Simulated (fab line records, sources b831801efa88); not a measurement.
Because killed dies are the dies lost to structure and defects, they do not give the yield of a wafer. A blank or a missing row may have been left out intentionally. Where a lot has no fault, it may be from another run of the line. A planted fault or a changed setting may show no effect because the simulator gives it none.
fab line records / flow sfq_line / part 2 of 2: steps 26 to 35 of 35
record: lots: 5 wafers: 15 last_day: 91
route steps=325 shown L0@12 L0V@16 M0@28 I0@43
lots with no fault: from the same line, run without faults
start_h: start of the lot's first displayed wafer, in hours after the record's first day / wait_h: hours from the lot's prior step to this one / " identical to the entry in the row above / L1.1+2: a single row standing in for several wafers / - no value present, or no start provided / * or withheld: withheld / < > ~ a bound
route shown NAME@n: NAME is a module with steps in the file, n the number in the route of the first one / usual: the fault-free wafers' mean and standard deviation / same: alike in all rows / chamber/n: place in a boat / sites: per-site readings / _std_site: their standard deviation / _edge_site: the outer-site mean with the inner-site mean subtracted / radius_mm: for every site, how far away it sits from the centre of the wafer / mask NAME#n: copy n / behind: the most recent tool/chamber to have shaped the wafer / hold: cause of the lot's hold/its duration in hours/its outcome / device: transistor that didn't switch, given as n, p or np / end of line: the tests these same wafers got at the end of their route / step lacking rows: just its recipe / killed: the dies lost at the first sort to structure and to defects; this is not the yield of the wafer / map: per-die view of a wafer (x killed, . not killed, _ where there is no die)
set.NAME: the setting the step ran with; set.NAME@STEP: the setting that earlier step ran with / model.NAME: the simulator's own value behind a step, which no gauge read
lots at some steps of the route; a table a step, a row a wafer
services: from which hour (start_h, from the record's first day; less than 0 if before it) a tool's chamber was out of use, for how many hours, and why
== steps ==
step: SFQ_M0_OVL_MEAS_906
usual: M0_OVL: 1/5.5
lot.wafer=L082.3 tool=overlay-01 chamber=- start_h=339.90 wait_h=0.1 M0_OVL[nm]=4
lot.wafer=L082.4 tool=overlay-01 chamber=- start_h=339.90 wait_h=0.1 M0_OVL[nm]=-1
lot.wafer=L082.5 tool=overlay-01 chamber=- start_h=339.90 wait_h=0.1 M0_OVL[nm]=0
lot.wafer=L089.1 tool=overlay-01 chamber=- start_h=411.62 wait_h=0.1 M0_OVL[nm]=-4
lot.wafer=L089.4 tool=overlay-01 chamber=- start_h=411.62 wait_h=0.1 M0_OVL[nm]=-3
lot.wafer=L089.6 tool=overlay-01 chamber=- start_h=411.62 wait_h=0.1 M0_OVL[nm]=0
lot.wafer=L091.2 tool=overlay-01 chamber=- start_h=440.05 wait_h=0.1 M0_OVL[nm]=-12
lot.wafer=L091.3 tool=overlay-01 chamber=- start_h=440.05 wait_h=0.1 M0_OVL[nm]=-8
lot.wafer=L091.5 tool=overlay-01 chamber=- start_h=440.05 wait_h=0.1 M0_OVL[nm]=-9
lot.wafer=L094.1 tool=overlay-01 chamber=- start_h=467.65 wait_h=0.1 M0_OVL[nm]=-4
lot.wafer=L094.3 tool=overlay-01 chamber=- start_h=467.65 wait_h=0.1 M0_OVL[nm]=-5
lot.wafer=L094.5 tool=overlay-01 chamber=- start_h=467.65 wait_h=0.1 M0_OVL[nm]=0
lot.wafer=L097.1 tool=overlay-02 chamber=- start_h=503.77 wait_h=0.1 M0_OVL[nm]=10
lot.wafer=L097.4 tool=overlay-02 chamber=- start_h=503.77 wait_h=0.1 M0_OVL[nm]=4
lot.wafer=L097.6 tool=overlay-02 chamber=- start_h=503.77 wait_h=0.1 M0_OVL[nm]=3
step: SFQ_TRILAYER_M0_BARC_OPEN_METAL_ETCH_031
recipe: mask_material: PR chemistry: O2 target_depth_nm: 125 target: BARC icp_w: 600 bias_w: 80 pressure_mtorr: 10 time_s: 41.7
usual: drypump_motor_current_A: 5.8/0.5 oes_product_au: 0.685/0.0048
lot.wafer=L082.3 tool=rie_metal-04 chamber=1 start_h=339.94 wait_h=0.0 drypump_motor_current_A=6.2 oes_product_au=0.682 rf_hours_counter_h=-
lot.wafer=L082.4 tool=rie_metal-04 chamber=0 start_h=339.94 wait_h=0.0 drypump_motor_current_A=6.2 oes_product_au=0.676 rf_hours_counter_h=-
lot.wafer=L082.5 tool=rie_metal-04 chamber=1 start_h=339.94 wait_h=0.0 drypump_motor_current_A=6.2 oes_product_au=0.683 rf_hours_counter_h=-
lot.wafer=L089.1 tool=rie_metal-02 chamber=1 start_h=411.66 wait_h=0.0 drypump_motor_current_A=5.1 oes_product_au=0.691 rf_hours_counter_h=22
lot.wafer=L089.4 tool=rie_metal-02 chamber=1 start_h=411.66 wait_h=0.0 drypump_motor_current_A=5.1 oes_product_au=0.682 rf_hours_counter_h=-
lot.wafer=L089.6 tool=rie_metal-02 chamber=0 start_h=411.66 wait_h=0.0 drypump_motor_current_A=6.3 oes_product_au=0.677 rf_hours_counter_h=-
lot.wafer=L091.2 tool=rie_metal-03 chamber=0 start_h=440.08 wait_h=0.0 drypump_motor_current_A=5.5 oes_product_au=0.682 rf_hours_counter_h=24
lot.wafer=L091.3 tool=rie_metal-03 chamber=1 start_h=440.08 wait_h=0.0 drypump_motor_current_A=5.3 oes_product_au=0.685 rf_hours_counter_h=-
lot.wafer=L091.5 tool=rie_metal-03 chamber=1 start_h=440.08 wait_h=0.0 drypump_motor_current_A=5.3 oes_product_au=0.677 rf_hours_counter_h=-
lot.wafer=L094.1 tool=rie_metal-03 chamber=0 start_h=467.68 wait_h=0.0 drypump_motor_current_A=5.5 oes_product_au=0.692 rf_hours_counter_h=26
lot.wafer=L094.3 tool=rie_metal-03 chamber=1 start_h=467.68 wait_h=0.0 drypump_motor_current_A=5.3 oes_product_au=0.689 rf_hours_counter_h=-
lot.wafer=L094.5 tool=rie_metal-03 chamber=1 start_h=467.68 wait_h=0.0 drypump_motor_current_A=5.2 oes_product_au=0.690 rf_hours_counter_h=-
lot.wafer=L097.1 tool=rie_metal-02 chamber=0 start_h=503.81 wait_h=0.0 drypump_motor_current_A=6.3 oes_product_au=0.688 rf_hours_counter_h=104
lot.wafer=L097.4 tool=rie_metal-02 chamber=0 start_h=503.81 wait_h=0.0 drypump_motor_current_A=6.3 oes_product_au=0.677 rf_hours_counter_h=-
lot.wafer=L097.6 tool=rie_metal-02 chamber=1 start_h=503.81 wait_h=0.0 drypump_motor_current_A=5.1 oes_product_au=0.686 rf_hours_counter_h=-
step: SFQ_TRILAYER_M0_ETCH_METAL_ETCH_024
recipe: target: Nb stop_on: SiO2 mask_material: PR chemistry: Cl2/Ar target_depth_nm: 240 icp_w: 600 bias_w: 80 pressure_mtorr: 10.49 time_s: 120
usual: drypump_motor_current_A: 5.8/0.49 oes_product_au: 0.893/0.006
lot.wafer=L082.3 tool=rie_metal-04 chamber=1 start_h=340.02 wait_h=0.1 drypump_motor_current_A=6.2 oes_product_au=0.897 rf_hours_counter_h=-
lot.wafer=L082.4 tool=rie_metal-04 chamber=0 start_h=340.02 wait_h=0.1 drypump_motor_current_A=6.2 oes_product_au=0.880 rf_hours_counter_h=-
lot.wafer=L082.5 tool=rie_metal-04 chamber=1 start_h=340.02 wait_h=0.1 drypump_motor_current_A=6.2 oes_product_au=0.885 rf_hours_counter_h=-
lot.wafer=L089.1 tool=rie_metal-02 chamber=1 start_h=411.74 wait_h=0.1 drypump_motor_current_A=5.0 oes_product_au=0.895 rf_hours_counter_h=22
lot.wafer=L089.4 tool=rie_metal-02 chamber=1 start_h=411.74 wait_h=0.1 drypump_motor_current_A=5.1 oes_product_au=0.898 rf_hours_counter_h=-
lot.wafer=L089.6 tool=rie_metal-02 chamber=0 start_h=411.74 wait_h=0.1 drypump_motor_current_A=6.3 oes_product_au=0.897 rf_hours_counter_h=-
lot.wafer=L091.2 tool=rie_metal-03 chamber=0 start_h=440.14 wait_h=0.0 drypump_motor_current_A=5.5 oes_product_au=0.891 rf_hours_counter_h=24
lot.wafer=L091.3 tool=rie_metal-03 chamber=1 start_h=440.14 wait_h=0.0 drypump_motor_current_A=5.2 oes_product_au=0.898 rf_hours_counter_h=-
lot.wafer=L091.5 tool=rie_metal-03 chamber=1 start_h=440.14 wait_h=0.0 drypump_motor_current_A=5.3 oes_product_au=0.898 rf_hours_counter_h=-
lot.wafer=L094.1 tool=rie_metal-03 chamber=0 start_h=467.74 wait_h=0.0 drypump_motor_current_A=5.5 oes_product_au=0.895 rf_hours_counter_h=27
lot.wafer=L094.3 tool=rie_metal-03 chamber=1 start_h=467.74 wait_h=0.0 drypump_motor_current_A=5.2 oes_product_au=0.895 rf_hours_counter_h=-
lot.wafer=L094.5 tool=rie_metal-03 chamber=1 start_h=467.74 wait_h=0.0 drypump_motor_current_A=5.2 oes_product_au=0.899 rf_hours_counter_h=-
lot.wafer=L097.1 tool=rie_metal-02 chamber=0 start_h=503.87 wait_h=0.0 drypump_motor_current_A=6.3 oes_product_au=0.897 rf_hours_counter_h=104
lot.wafer=L097.4 tool=rie_metal-02 chamber=0 start_h=503.87 wait_h=0.0 drypump_motor_current_A=6.3 oes_product_au=0.892 rf_hours_counter_h=-
lot.wafer=L097.6 tool=rie_metal-02 chamber=1 start_h=503.87 wait_h=0.0 drypump_motor_current_A=5.1 oes_product_au=0.902 rf_hours_counter_h=-
step: SFQ_TRILAYER_M0_STRIP_STRIP_025
recipe: gas: O2 power_w: 200 platen_temp_c: 40 overash_fraction: 0.65 chemistry: O2 pressure_mtorr: 50
usual: drypump_motor_current_A: 5.8/0.5 oes_product_au: 1.002/0.0087
lot.wafer=L082.3 tool=rie_metal-04 chamber=1 start_h=340.31 wait_h=0.2 drypump_motor_current_A=6.2 oes_product_au=1.002 rf_hours_counter_h=-
lot.wafer=L082.4 tool=rie_metal-04 chamber=0 start_h=340.31 wait_h=0.2 drypump_motor_current_A=6.2 oes_product_au=1.001 rf_hours_counter_h=-
lot.wafer=L082.5 tool=rie_metal-04 chamber=1 start_h=340.31 wait_h=0.2 drypump_motor_current_A=6.2 oes_product_au=1.003 rf_hours_counter_h=-
lot.wafer=L089.1 tool=rie_metal-02 chamber=1 start_h=411.90 wait_h=0.1 drypump_motor_current_A=5.1 oes_product_au=1.002 rf_hours_counter_h=22
lot.wafer=L089.4 tool=rie_metal-02 chamber=1 start_h=411.90 wait_h=0.1 drypump_motor_current_A=5.1 oes_product_au=1.006 rf_hours_counter_h=-
lot.wafer=L089.6 tool=rie_metal-02 chamber=0 start_h=411.90 wait_h=0.1 drypump_motor_current_A=6.3 oes_product_au=0.995 rf_hours_counter_h=-
lot.wafer=L091.2 tool=rie_metal-03 chamber=0 start_h=440.27 wait_h=0.1 drypump_motor_current_A=5.5 oes_product_au=1.010 rf_hours_counter_h=24
lot.wafer=L091.3 tool=rie_metal-03 chamber=1 start_h=440.27 wait_h=0.1 drypump_motor_current_A=5.3 oes_product_au=0.995 rf_hours_counter_h=-
lot.wafer=L091.5 tool=rie_metal-03 chamber=1 start_h=440.27 wait_h=0.1 drypump_motor_current_A=5.2 oes_product_au=0.993 rf_hours_counter_h=-
lot.wafer=L094.1 tool=rie_metal-03 chamber=0 start_h=467.87 wait_h=0.1 drypump_motor_current_A=5.4 oes_product_au=0.995 rf_hours_counter_h=27
lot.wafer=L094.3 tool=rie_metal-03 chamber=1 start_h=467.87 wait_h=0.1 drypump_motor_current_A=5.3 oes_product_au=1.001 rf_hours_counter_h=-
lot.wafer=L094.5 tool=rie_metal-03 chamber=1 start_h=467.87 wait_h=0.1 drypump_motor_current_A=5.2 oes_product_au=1.006 rf_hours_counter_h=-
lot.wafer=L097.1 tool=rie_metal-02 chamber=0 start_h=503.99 wait_h=0.1 drypump_motor_current_A=6.3 oes_product_au=0.991 rf_hours_counter_h=104
lot.wafer=L097.4 tool=rie_metal-02 chamber=0 start_h=503.99 wait_h=0.1 drypump_motor_current_A=6.3 oes_product_au=0.994 rf_hours_counter_h=-
lot.wafer=L097.6 tool=rie_metal-02 chamber=1 start_h=503.99 wait_h=0.1 drypump_motor_current_A=5.1 oes_product_au=0.998 rf_hours_counter_h=-
step: SFQ_TRILAYER_M0_STRIP_SOLV_CLEAN_026
recipe: chemistry: NMP temp_c: 70 time_s: 600
lot.wafer=L082.3+4+5 tool=wet_bench-03 chamber=3,7,6 start_h=340.71 wait_h=0.2
lot.wafer=L089.1+4+6 tool=wet_bench-03 chamber=5,0,7 start_h=412.70 wait_h=0.5
lot.wafer=L091.2+3+5 tool=wet_bench-03 chamber=3,2,0 start_h=440.87 wait_h=0.4
lot.wafer=L094.1+3+5 tool=wet_bench-03 chamber=5,6,4 start_h=468.47 wait_h=0.4
lot.wafer=L097.1+4+6 tool=wet_bench-02 chamber=4,6,1 start_h=504.59 wait_h=0.4
step: SFQ_TRILAYER_I0_DEP_PECVD_027
recipe: material: SiO2 temp_c: 150 time_s: 111.11 pressure_torr: 2.4 rf_w: 183.3 precursor: SiH4/N2O target_thk_nm: 500
usual: heater_power_w: 86/6.6 throttle_valve_pct: 24.8/1.2
lot.wafer=L082.3 tool=pecvd-03 chamber=0 start_h=340.88 wait_h=0.0 heater_power_w=77 throttle_valve_pct=23.1
lot.wafer=L082.4 tool=pecvd-03 chamber=2 start_h=340.88 wait_h=0.0 heater_power_w=88 throttle_valve_pct=22.2
lot.wafer=L082.5 tool=pecvd-03 chamber=0 start_h=340.88 wait_h=0.0 heater_power_w=82 throttle_valve_pct=23.3
lot.wafer=L089.1 tool=pecvd-01 chamber=2 start_h=412.88 wait_h=0.0 heater_power_w=85 throttle_valve_pct=25.9
lot.wafer=L089.4 tool=pecvd-01 chamber=0 start_h=412.88 wait_h=0.0 heater_power_w=95 throttle_valve_pct=26.3
lot.wafer=L089.6 tool=pecvd-01 chamber=1 start_h=412.88 wait_h=0.0 heater_power_w=100 throttle_valve_pct=25.2
lot.wafer=L091.2 tool=pecvd-01 chamber=2 start_h=441.06 wait_h=0.0 heater_power_w=74 throttle_valve_pct=26.1
lot.wafer=L091.3 tool=pecvd-01 chamber=1 start_h=441.06 wait_h=0.0 heater_power_w=84 throttle_valve_pct=24.9
lot.wafer=L091.5 tool=pecvd-01 chamber=2 start_h=441.06 wait_h=0.0 heater_power_w=79 throttle_valve_pct=26.0
lot.wafer=L094.1 tool=pecvd-03 chamber=0 start_h=468.64 wait_h=0.0 heater_power_w=87 throttle_valve_pct=23.6
lot.wafer=L094.3 tool=pecvd-03 chamber=1 start_h=468.64 wait_h=0.0 heater_power_w=86 throttle_valve_pct=24.8
lot.wafer=L094.5 tool=pecvd-03 chamber=2 start_h=468.64 wait_h=0.0 heater_power_w=94 throttle_valve_pct=22.4
lot.wafer=L097.1 tool=pecvd-01 chamber=2 start_h=504.79 wait_h=0.0 heater_power_w=86 throttle_valve_pct=26.0
lot.wafer=L097.4 tool=pecvd-01 chamber=2 start_h=504.79 wait_h=0.0 heater_power_w=72 throttle_valve_pct=25.8
lot.wafer=L097.6 tool=pecvd-01 chamber=2 start_h=504.79 wait_h=0.0 heater_power_w=76 throttle_valve_pct=25.7
step: SFQ_TRILAYER_I0_CMP_CMP_028
recipe: material: SiO2 down_force_psi: 3 platen_rpm: 60 pad_velocity_m_s: 0.94248
usual: motor_current_A: 10.7/1.1 time_to_endpoint_s: 218/7.9
lot.wafer=L082.4 tool=cmp-01 chamber=2 start_h=343.96 wait_h=3.0 motor_current_A=8.8 time_to_endpoint_s=220
lot.wafer=L082.3 tool=cmp-01 chamber=0 start_h=344.96 wait_h=4.0 motor_current_A=11.5 time_to_endpoint_s=219
lot.wafer=L082.5 tool=cmp-01 chamber=2 start_h=345.96 wait_h=5.0 motor_current_A=8.9 time_to_endpoint_s=223
lot.wafer=L089.4 tool=cmp-02 chamber=1 start_h=413.46 wait_h=0.5 motor_current_A=9.8 time_to_endpoint_s=227
lot.wafer=L089.1 tool=cmp-02 chamber=3 start_h=414.46 wait_h=1.5 motor_current_A=11.3 time_to_endpoint_s=226
lot.wafer=L089.6 tool=cmp-02 chamber=0 start_h=414.46 wait_h=1.5 motor_current_A=11.1 time_to_endpoint_s=216
lot.wafer=L091.3 tool=cmp-01 chamber=0 start_h=442.18 wait_h=1.0 motor_current_A=11.9 time_to_endpoint_s=228
lot.wafer=L091.2 tool=cmp-01 chamber=1 start_h=442.18 wait_h=1.0 motor_current_A=9.4 time_to_endpoint_s=229
lot.wafer=L091.5 tool=cmp-01 chamber=3 start_h=443.68 wait_h=2.5 motor_current_A=12.6 time_to_endpoint_s=217
lot.wafer=L094.1 tool=cmp-02 chamber=3 start_h=469.22 wait_h=0.5 motor_current_A=10.5 time_to_endpoint_s=205
lot.wafer=L094.3 tool=cmp-02 chamber=1 start_h=470.22 wait_h=1.5 motor_current_A=10.0 time_to_endpoint_s=211
lot.wafer=L094.5 tool=cmp-02 chamber=2 start_h=470.22 wait_h=1.5 motor_current_A=11.0 time_to_endpoint_s=209
lot.wafer=L097.4 tool=cmp-01 chamber=3 start_h=505.40 wait_h=0.5 motor_current_A=12.2 time_to_endpoint_s=224
lot.wafer=L097.1 tool=cmp-01 chamber=1 start_h=506.40 wait_h=1.6 motor_current_A=9.8 time_to_endpoint_s=220
lot.wafer=L097.6 tool=cmp-01 chamber=2 start_h=506.40 wait_h=1.6 motor_current_A=9.1 time_to_endpoint_s=225
step: SFQ_I0_BOW_MEAS_907
recipe: mode: bow
usual: I0_BOW: 1/6.8
lot.wafer=L082.3 tool=film_metro-01 chamber=- start_h=347.00 wait_h=1.5 I0_BOW[um]=3
lot.wafer=L082.4 tool=film_metro-01 chamber=- start_h=347.00 wait_h=1.5 I0_BOW[um]=0
lot.wafer=L082.5 tool=film_metro-01 chamber=- start_h=347.00 wait_h=1.5 I0_BOW[um]=14
lot.wafer=L089.1 tool=film_metro-04 chamber=- start_h=415.96 wait_h=1.0 I0_BOW[um]=1
lot.wafer=L089.4 tool=film_metro-04 chamber=- start_h=415.96 wait_h=1.0 I0_BOW[um]=6
lot.wafer=L089.6 tool=film_metro-04 chamber=- start_h=415.96 wait_h=1.0 I0_BOW[um]=1
lot.wafer=L091.2 tool=film_metro-01 chamber=- start_h=444.20 wait_h=1.0 I0_BOW[um]=0
lot.wafer=L091.3 tool=film_metro-01 chamber=- start_h=444.20 wait_h=1.0 I0_BOW[um]=8
lot.wafer=L091.5 tool=film_metro-01 chamber=- start_h=444.20 wait_h=1.0 I0_BOW[um]=-10
lot.wafer=L094.1 tool=film_metro-02 chamber=- start_h=471.72 wait_h=2.0 I0_BOW[um]=0
lot.wafer=L094.3 tool=film_metro-02 chamber=- start_h=471.72 wait_h=2.0 I0_BOW[um]=6
lot.wafer=L094.5 tool=film_metro-02 chamber=- start_h=471.72 wait_h=2.0 I0_BOW[um]=1
lot.wafer=L097.1 tool=film_metro-04 chamber=- start_h=507.90 wait_h=1.0 I0_BOW[um]=0
lot.wafer=L097.4 tool=film_metro-04 chamber=- start_h=507.90 wait_h=1.0 I0_BOW[um]=7
lot.wafer=L097.6 tool=film_metro-04 chamber=- start_h=507.90 wait_h=1.0 I0_BOW[um]=13
step: SFQ_TRILAYER_I0_METRO_MEASURE_029
usual: thk_nm: 200.4/1.1
lot.wafer=L082.3 tool=film_metro-01 chamber=- start_h=347.48 wait_h=0.5 thk_nm=201.3
lot.wafer=L082.4 tool=film_metro-01 chamber=- start_h=347.48 wait_h=0.5 thk_nm=200.3
lot.wafer=L082.5 tool=film_metro-01 chamber=- start_h=347.48 wait_h=0.5 thk_nm=199.5
lot.wafer=L089.1 tool=film_metro-04 chamber=- start_h=416.08 wait_h=0.1 thk_nm=201.2
lot.wafer=L089.4 tool=film_metro-04 chamber=- start_h=416.08 wait_h=0.1 thk_nm=200.5
lot.wafer=L089.6 tool=film_metro-04 chamber=- start_h=416.08 wait_h=0.1 thk_nm=200.2
lot.wafer=L091.2 tool=film_metro-01 chamber=- start_h=444.50 wait_h=0.3 thk_nm=202.0
lot.wafer=L091.3 tool=film_metro-01 chamber=- start_h=444.50 wait_h=0.3 thk_nm=201.8
lot.wafer=L091.5 tool=film_metro-01 chamber=- start_h=444.50 wait_h=0.3 thk_nm=200.6
lot.wafer=L094.1 tool=film_metro-02 chamber=- start_h=471.84 wait_h=0.1 thk_nm=200.5
lot.wafer=L094.3 tool=film_metro-02 chamber=- start_h=471.84 wait_h=0.1 thk_nm=200.0
lot.wafer=L094.5 tool=film_metro-02 chamber=- start_h=471.84 wait_h=0.1 thk_nm=198.4
lot.wafer=L097.1 tool=film_metro-04 chamber=- start_h=508.02 wait_h=0.1 thk_nm=200.4
lot.wafer=L097.4 tool=film_metro-04 chamber=- start_h=508.02 wait_h=0.1 thk_nm=200.6
lot.wafer=L097.6 tool=film_metro-04 chamber=- start_h=508.02 wait_h=0.1 thk_nm=200.1
step: SFQ_TRILAYER_I0_VIA_LITHO_COAT_036
recipe: resist: BARC spin_rpm: 3000 resist_thk_nm: 62
usual: resist_line_temp_C: 22.98/0.097
lot.wafer=L082.3 tool=litho_track-04 chamber=0 start_h=348.38 wait_h=0.7 resist_line_temp_C=23.12
lot.wafer=L082.4 tool=litho_track-04 chamber=0 start_h=348.38 wait_h=0.7 resist_line_temp_C=22.89
lot.wafer=L082.5 tool=litho_track-04 chamber=0 start_h=348.38 wait_h=0.7 resist_line_temp_C=22.95
lot.wafer=L089.1 tool=litho_track-04 chamber=0 start_h=417.28 wait_h=1.0 resist_line_temp_C=22.94
lot.wafer=L089.4 tool=litho_track-04 chamber=0 start_h=417.28 wait_h=1.0 resist_line_temp_C=23.02
lot.wafer=L089.6 tool=litho_track-04 chamber=0 start_h=417.28 wait_h=1.0 resist_line_temp_C=23.00
lot.wafer=L091.2 tool=litho_track-04 chamber=0 start_h=445.55 wait_h=0.8 resist_line_temp_C=22.83
lot.wafer=L091.3 tool=litho_track-04 chamber=0 start_h=445.55 wait_h=0.8 resist_line_temp_C=22.89
lot.wafer=L091.5 tool=litho_track-04 chamber=0 start_h=445.55 wait_h=0.8 resist_line_temp_C=23.04
lot.wafer=L094.1 tool=litho_track-04 chamber=0 start_h=473.04 wait_h=1.0 resist_line_temp_C=23.01
lot.wafer=L094.3 tool=litho_track-04 chamber=0 start_h=473.04 wait_h=1.0 resist_line_temp_C=22.86
lot.wafer=L094.5 tool=litho_track-04 chamber=0 start_h=473.04 wait_h=1.0 resist_line_temp_C=22.86
lot.wafer=L097.1 tool=litho_track-04 chamber=0 start_h=509.22 wait_h=1.0 resist_line_temp_C=23.14
lot.wafer=L097.4 tool=litho_track-04 chamber=0 start_h=509.22 wait_h=1.0 resist_line_temp_C=23.06
lot.wafer=L097.6 tool=litho_track-04 chamber=0 start_h=509.22 wait_h=1.0 resist_line_temp_C=23.06
== services ==
tool=pvd_sputter-03 chamber=- start_h=129.98 hours=1.9 kind=repair
tool=wet_bench-03 chamber=- start_h=140.46 hours=1.1 kind=repair
tool=rie_metal-03 chamber=1 start_h=172.46 hours=19.3 kind=repair
tool=rie_diel-01 chamber=1 start_h=189.77 hours=7.7 kind=repair
tool=rie_metal-03 chamber=- start_h=241.87 hours=0.2 kind=repair
tool=rie_metal-02 chamber=1 start_h=248.22 hours=7.3 kind=repair
tool=rie_diel-01 chamber=1 start_h=264.84 hours=8.5 kind=repair
tool=rie_diel-01 chamber=0 start_h=271.13 hours=18.2 kind=repair
tool=rie_diel-01 chamber=1 start_h=286.19 hours=11.4 kind=repair
tool=rie_metal-01 chamber=- start_h=287.88 hours=2.8 kind=pm
tool=pvd_sputter-03 chamber=- start_h=296.90 hours=1.2 kind=repair
tool=rie_diel-01 chamber=3 start_h=298.69 hours=7.6 kind=repair
tool=rie_diel-01 chamber=- start_h=298.97 hours=0.3 kind=repair
tool=rie_diel-01 chamber=0 start_h=332.56 hours=2.2 kind=repair
tool=rie_diel-01 chamber=3 start_h=332.62 hours=11.2 kind=repair
tool=rie_metal-01 chamber=1 start_h=334.87 hours=6.0 kind=repair
tool=rie_metal-04 chamber=1 start_h=356.45 hours=7.3 kind=repair
tool=rie_metal-02 chamber=- start_h=370.97 hours=0.1 kind=repair
tool=rie_metal-04 chamber=0 start_h=372.34 hours=1.0 kind=repair
tool=rie_metal-02 chamber=1 start_h=380.56 hours=1.4 kind=repair
tool=rie_diel-01 chamber=0 start_h=382.14 hours=4.9 kind=repair
tool=rie_metal-01 chamber=- start_h=416.17 hours=0.2 kind=repair
tool=rie_diel-01 chamber=- start_h=423.21 hours=2.8 kind=pm
tool=rie_metal-04 chamber=- start_h=438.10 hours=2.8 kind=pm
